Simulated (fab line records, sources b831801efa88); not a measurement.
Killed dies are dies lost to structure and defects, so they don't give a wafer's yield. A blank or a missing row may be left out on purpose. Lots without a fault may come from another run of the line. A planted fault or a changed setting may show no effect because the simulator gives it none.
Chamber matching | flow sky130 | SKY_SONOS_ONO_ETCH_15 on rie_diel-01: 4 sister chambers
The step etches the open film in CHF3/O2, target depth 19.52 nm, time 7.8 s. 8 wafers are shown with their chamber, then 7 later ones without.

WAFERS WITH THEIR CHAMBER
wafer  | chamber | drypump_motor_current_A (A) | throttle_valve_pct (%)
L084.2 | 3       | 5.8                         | 8.827
L085.2 | 3       | 5.8                         | 8.813
L085.3 | 2       | 5.6                         | 8.840
L090.1 | 0       | 6.5                         | 8.814
L090.4 | 0       | 6.5                         | 8.823
L090.5 | 1       | 6.3                         | 8.826
L093.1 | 2       | 5.7                         | 8.828
L093.3 | 1       | 6.3                         | 8.834

WAFERS WITHOUT THEIR CHAMBER
wafer  | drypump_motor_current_A (A) | throttle_valve_pct (%)
L093.6 | 6.3                         | 8.811
L094.2 | 5.7                         | 8.805
L094.4 | 6.3                         | 8.829
L094.6 | 5.6                         | 8.820
L096.1 | 5.8                         | 8.810
L096.5 | 5.6                         | 8.811
L096.6 | 6.4                         | 8.828

WHICH CHAMBER EACH WENT THROUGH
wafer  | from the rows above     | in truth
L093.6 | 1                       | 1
L094.2 | can't be placed: 3 or 2 | 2
L094.4 | 1                       | 1
L094.6 | 2                       | 2
L096.1 | 3                       | 3
L096.5 | 2                       | 2
L096.6 | can't be placed: 1 or 0 | 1
Placed correctly: 5 of 7. Can't be placed from these rows: 2 (the true chamber is among the candidates in 2). Placed wrongly: 0.
How it was worked out, from the rows above alone: a wafer's distance from a chamber is the root of the sum, over the readings, of the square of ((its reading less the chamber's mean) divided by the reading's scatter). The wafer belongs to the nearest chamber; if the next one is less than 2 further off, it can't be placed. A chamber's mean is the mean of its shown wafers. The scatter: the root of (the sum of the squares of (reading less its chamber's mean) over the shown wafers, divided by (wafers less chambers)).
